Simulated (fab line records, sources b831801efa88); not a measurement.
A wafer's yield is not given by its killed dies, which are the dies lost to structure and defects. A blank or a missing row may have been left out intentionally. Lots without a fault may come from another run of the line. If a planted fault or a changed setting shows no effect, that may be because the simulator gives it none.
Matching of chambers | flow sky130 | rie_diel-04 running SKY_VIA3_ETCH_15: 4 sister chambers
The step etches SiO2 in C4F8/O2/Ar, stops on TiN, target depth 507 nm, time 78 s. 8 wafers are shown with their chamber, then 10 later ones without.

EACH WAFER AND ITS CHAMBER
wafer  | chamber | oes_product_au (a.u.)
L079.1 | 2       | 0.939
L079.5 | 1       | 0.948
L082.1 | 2       | 0.953
L082.2 | 1       | 0.942
L082.5 | 0       | 0.946
L082.6 | 3       | 0.947
L087.1 | 0       | 0.949
L087.3 | 3       | 0.959

WAFERS WITH NO CHAMBER GIVEN
wafer  | oes_product_au (a.u.)
L087.4 | 0.944
L094.1 | 0.946
L094.4 | 0.954
L094.5 | 0.954
L095.2 | 0.942
L095.3 | 0.950
L095.6 | 0.949
L097.4 | 0.946
L097.5 | 0.949
L097.6 | 0.948

CHAMBER TAKEN BY EACH
wafer  | from the rows above               | in truth
L087.4 | can't be placed: 1 or 2 or 0 or 3 | 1
L094.1 | can't be placed: 2 or 1 or 0 or 3 | 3
L094.4 | can't be placed: 3 or 0 or 2 or 1 | 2
L094.5 | can't be placed: 3 or 0 or 2 or 1 | 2
L095.2 | can't be placed: 1 or 2 or 0 or 3 | 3
L095.3 | can't be placed: 0 or 3 or 2 or 1 | 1
L095.6 | can't be placed: 0 or 2 or 1 or 3 | 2
L097.4 | can't be placed: 2 or 1 or 0 or 3 | 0
L097.5 | can't be placed: 0 or 2 or 1 or 3 | 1
L097.6 | can't be placed: 0 or 2 or 1 or 3 | 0
Correct placement for 0 of the 10. Cannot be placed on the basis of these rows: 10; the candidates contain the true chamber in 10. Wrongly placed: 0.
How it was worked out, from the rows above alone: a wafer's distance from a chamber is the root of the sum, over the readings, of the square of ((its reading less the chamber's mean) divided by the reading's scatter). If the next closest chamber is less than 2 further off than the closest, the wafer can't be placed; otherwise it belongs to the closest. For every chamber, the mean is computed from those of its wafers that are shown. The scatter: the root of (the sum of the squares of (reading less its chamber's mean) over the shown wafers, divided by (wafers less chambers)).
